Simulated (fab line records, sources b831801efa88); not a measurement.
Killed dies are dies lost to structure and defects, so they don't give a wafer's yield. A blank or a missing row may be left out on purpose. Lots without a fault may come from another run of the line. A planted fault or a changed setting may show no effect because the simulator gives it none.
A struck lot beside a sound one | flow sky130 | 34 steps out of a route of 708
Sound: wafers L703.1, L703.4, L703.5. Struck: wafer L714.4. (L714.1, L714.5 of the same lot were not struck and are left out.) The cause comes at the end.
At each step with rows: each side's tool, then ch and its chambers, then its first start. Under that, the readings that differ: sound wafers | struck wafers | difference of the means | sigmas: that difference in standard deviations of wafers without a fault.
alike: readings whose means differ by less than 2 such deviations, and words and numbers that are the same on both sides. not compared: withheld readings, readings that some wafer has no value for, bounds like >300 that may hide the same value, and numbers for which the record gives no deviation and whose values overlap.
The two part at a step that has a row with sigmas, a row that says differs or no value, or rows on one side only. Numbers that don't overlap but have no deviation are shown without sigmas and don't part them. A reading that every wafer of one side lacks parts them only if that side has two wafers or more.

first, 8 steps without rows for these wafers: SKY_LOCAL_INTERCONNECT_DEHYDRATE_03 (time 60 s); SKY_LOCAL_INTERCONNECT_HMDS_04 (prime time 60 s); SKY_LOCAL_INTERCONNECT_COAT_05 (resist thk 60 nm); SKY_LOCAL_INTERCONNECT_COAT_06 (resist thk 450 nm); SKY_LOCAL_INTERCONNECT_SOFTBAKE_07 (time 90 s); SKY_LOCAL_INTERCONNECT_EXPOSE_08 (exposes mask LI1M, target cd 170 nm); SKY_LOCAL_INTERCONNECT_PEB_09; SKY_LOCAL_INTERCONNECT_DEVELOP_10 (develop time 60 s).
SKY_LOCAL_INTERCONNECT_ETCH_13: etches BARC in N2/H2, stops on SiO2, time 45.9 s, target depth 60 nm.
  sound on rie_metal-02 ch 0, day 32 11:49; struck on rie_metal-02 ch 1, day 36 01:31
  reading                        | sound                | struck | difference | sigmas
  chamber_pressure_mTorr (mTorr) | 29.975 30.007 29.992 | 30.057 | +0.066     | +3
  alike: drypump_motor_current_A, oes_product_au, throttle_valve_pct
  not compared: rf_hours_counter_h
then, 24 steps without rows for these wafers: SKY_LOCAL_INTERCONNECT_METAL_ETCH_14 (etches TiN in Cl2/BCl3, stops on PSG, target depth 110 nm, time 31.4 s); SKY_LOCAL_INTERCONNECT_STRIP_15 (strips in O2/N2); SKY_LOCAL_INTERCONNECT_STRIP_16 (strips in post etch residue remover, time 1200 s); SKY_LOCAL_INTERCONNECT_CLEAN_17 (cleans in IPA, time 180 s); SKY_LOCAL_INTERCONNECT_CLEAN_18 (cleans in O3/DIW); SKY_CONTACT_CVD_00 (deposits Si3N4, target thk 75 nm); SKY_CONTACT_HDPCVD_02 (deposits SiO2, target thk 565 nm, time 94.2 s); SKY_CONTACT_CMP_04 (polishes SiO2); SKY_CONTACT_DEHYDRATE_06 (time 60 s); SKY_CONTACT_HMDS_07 (prime time 60 s); SKY_CONTACT_COAT_08 (resist thk 60 nm); SKY_CONTACT_COAT_09 (resist thk 450 nm); SKY_CONTACT_SOFTBAKE_10 (time 90 s); SKY_CONTACT_EXPOSE_11 (exposes mask CTM1, target cd 170 nm); SKY_CONTACT_PEB_12; SKY_CONTACT_DEVELOP_13 (develop time 60 s); SKY_CONTACT_ETCH_16 (etches BARC in N2/H2, stops on SiO2, time 45.9 s, target depth 60 nm); SKY_CONTACT_ETCH_17 (etches SiO2 in C4F8/O2/Ar, stops on Si3N4, target depth 340 nm); SKY_CONTACT_ETCH_18 (etches Si3N4 in CHF3/O2, stops on TiN, time 39 s, target depth 75 nm); SKY_CONTACT_STRIP_19 (strips in O2/N2); SKY_CONTACT_STRIP_20 (strips in post etch residue remover, time 1200 s); SKY_CONTACT_CLEAN_21 (cleans in IPA, time 180 s); SKY_CONTACT_CLEAN_22 (cleans in O3/DIW); SKY_CONTACT_SPUTTER_23 (material TiN, target thk 20 nm, time 80 s).
-- the record jumps here: 14 days lie between the struck wafers' starts before and after (it left off in module CONTACT and takes up again in module PAD_OPEN, whose first step shown is number 708 of the route) --
SKY_PAD_OPEN_PROBE_99:
  sound on prober-01, day 47 09:37; struck on prober-01, day 49 22:26
  reading            | sound    | struck | difference | sigmas
  killed_at_contacts | 20 30 34 | 61     | +33        | +6
  killed_dies        | 73 87 89 | 109    | +26        | +3
  killed_short       | 32 47 35 | 19     | -19        | -3
  alike: killed_at_M0_to_M3, killed_at_M4_up, killed_at_front_end, killed_at_other, killed_open

WHERE THEY PART
First at SKY_LOCAL_INTERCONNECT_ETCH_13; last, within this record, at SKY_PAD_OPEN_PROBE_99.

WHY: what the simulator had put in
Chamber particle source: rie_metal-02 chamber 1, from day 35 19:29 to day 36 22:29, at SKY_LOCAL_INTERCONNECT_ETCH_13. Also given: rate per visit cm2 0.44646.
